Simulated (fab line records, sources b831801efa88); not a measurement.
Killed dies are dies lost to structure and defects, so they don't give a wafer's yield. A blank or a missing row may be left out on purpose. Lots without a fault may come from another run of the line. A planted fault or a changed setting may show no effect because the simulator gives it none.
One fault seen from 2 desks | flow sky130 | each desk has only its own numbers; what lay behind them comes last

THE METROLOGY DESK
What the gauges read, lot by lot, whatever tool the lot ran on: means of the sampled wafers that have a number. A lot is out of limits, marked OUT, if its mean lies more than 4 standard deviations from the usual mean; the brackets give that distance.
Columns: A = DNWELL_TW at SKY_DNWELL_TW_MEAS_09, usual 1117; B = VT_ADJUST_LVTN_01_OVL at SKY_VT_ADJUST_LVTN_OVL_MEAS_18, usual -0.1 nm; C = VT_ADJUST_NCORE_OVL at SKY_VT_ADJUST_NCORE_OVL_MEAS_08, usual -0.8 nm
lot  | first seen here | A    | B    | C
L195 | day 3 18:09     | 1113 | -0.3 | 1.2
L197 | day 3 21:04     | 1121 | -0.0 | 0.5
L196 | day 3 21:45     | 1126 | 0.5  | -0.8
L198 | day 4 05:09     | 1116 | 1.3  | -1.6
L199 | day 4 05:14     | 1105 | -1.3 | -1.9
L200 | day 4 15:01     | 1104 | 0.1  | -2.1
L201 | day 4 17:09     | 1108 | -1.5 | -0.1
L202 | day 4 18:53     | 1130 | -0.3 | -2.5
L205 | day 5 13:00     | 1119 | 1.2  | -1.5
L207 | day 5 22:49     | 1128 | -0.1 | -1.1
L209 | day 6 10:21     | 1123 | 0.0  | 0.5
L212 | day 6 22:48     | 1107 | -2.9 | 0.1
L216 | day 7 20:10     | 1111 | -    | -
L218 | day 8 14:28     | 1107 | -    | -
This desk's finding: nothing out of limits on any of the 14 lots.

THE TOOL OWNER'S DESK: rie_diel-03
The tool's own readings at SKY_FIELD_ISO_ETCH_14 (etches BARC in N2/H2, stops on SiO2, time 45.9 s, target depth 60 nm): means of the sampled wafers that have a number, for each lot that ran on this tool. A lot is out of limits, marked OUT, if its mean lies more than 4 standard deviations from the usual mean; the brackets give that distance.
Columns: A = drypump_motor_current_A at SKY_FIELD_ISO_ETCH_14, usual 5.5 A; B = oes_product_au at SKY_FIELD_ISO_ETCH_14, usual 0.855 a.u.; C = run_length_s at SKY_FIELD_ISO_ETCH_14, usual 74.2 s; D = throttle_valve_pct at SKY_FIELD_ISO_ETCH_14, usual 13.226 %
lot  | first seen here | A   | B               | C              | D
L195 | day 2 06:06     | 5.5 | 0.856           | 74.2           | 13.227
L199 | day 3 04:45     | 5.8 | 0.856           | 74.5           | 13.232
L201 | day 3 15:32     | 5.6 | 0.858           | 74.7           | 13.230
L207 | day 4 22:37     | 5.7 | 0.855           | 74.5           | 13.225
L216 | day 6 17:49     | 5.7 | 0.997 (+30) OUT | 40.6 (-93) OUT | 13.256
L218 | day 7 05:37     | 5.7 | 1.007 (+32) OUT | 41.0 (-92) OUT | 13.233
This desk's finding: out of limits on L216, L218; first on L216, day 6 17:49 (oes_product_au at SKY_FIELD_ISO_ETCH_14). In limits: L195, L199, L201, L207.

PUT TOGETHER
The tool owner's desk could have raised an alarm at day 6 17:49, on L216, L218.
The metrology desk saw nothing out of limits.
The metrology desk has L216, L218 on record, within its limits.
Of the lots named, all ran SKY_FIELD_ISO_ETCH_14 on rie_diel-03.

WHAT THE SIMULATOR HAD PUT IN
Process parameter drift: rie_diel-03, from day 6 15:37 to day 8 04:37, at SKY_FIELD_ISO_ETCH_14. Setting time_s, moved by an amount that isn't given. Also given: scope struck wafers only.
Lots struck among those shown: L216, L218.
Hours from the fault's start to each desk's first reading out of limits: the tool owner's desk, 2.
